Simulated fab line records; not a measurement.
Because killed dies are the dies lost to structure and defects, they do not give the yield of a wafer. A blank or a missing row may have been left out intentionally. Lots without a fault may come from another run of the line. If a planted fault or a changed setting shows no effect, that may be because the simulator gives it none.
The tool behind it: which one?    flow gf180mcu    21 wafers from 7 lots sampled at 3 of the route's 602 steps

WHAT THE GAUGES SHOWED, per wafer
GF_M5_OVL_MEAS_08.
lot   measured      on          M5_OVL (nm)
L401  day 27 01:13  overlay-01  0 -1 4
L403  day 27 09:19  overlay-01  5 -4 3
L406  day 28 14:49  overlay-02  -12 1 1
L409  day 29 10:14  overlay-01  -2 -9 3
L421  day 32 07:55  overlay-02  2 -5 -3

WHICH TOOL RAN EACH LOT (tool, then ch and the chambers of the sampled wafers, then the start)
lot   GF_SALICIDE_WET_ETCH_07         GF_MIM_SPUTTER_03
L401  wetBench-01 ch 3, day 16 00:19  pvdSputter-04, day 25 08:11
L403  wetBench-01 ch 0, day 16 09:13  pvdSputter-01, day 25 16:11
L406  wetBench-02 ch 1, day 17 17:29  pvdSputter-03, day 26 23:06
L409  wetBench-02 ch 3, day 18 14:57  pvdSputter-01, day 27 18:54
L411  wetBench-04 ch 3, day 19 06:14  -
L413  wetBench-02 ch 1, day 19 20:50  -
L421  wetBench-04 ch 1, day 22 15:20  pvdSputter-03, day 30 20:11
- GF_SALICIDE_WET_ETCH_07: etches the open film in SPM, target depth 120 nm.
- GF_MIM_SPUTTER_03: material Ti, target thk 10 nm, time 6.7 s.

THE ANSWER, worked out from the rows above alone
Rule: the usual values come from the lots themselves. Put in order of their means at a reading, lots are off if they are a third of the lots or fewer, leave a main group of 4 or more, and stand apart from it by a gap of 3 or more times the standard deviation of the main group's means; of several such gaps the widest counts. Not used: any main group whose means are identical at the precision the tables above print for the reading. Also off: a lot with no number at a reading for which 4 or more lots have one. The other lots that the step has rows for count as sound.
No lot is off at any reading shown: from this, nothing can be told.

WHAT THE SIMULATOR HAD INSERTED
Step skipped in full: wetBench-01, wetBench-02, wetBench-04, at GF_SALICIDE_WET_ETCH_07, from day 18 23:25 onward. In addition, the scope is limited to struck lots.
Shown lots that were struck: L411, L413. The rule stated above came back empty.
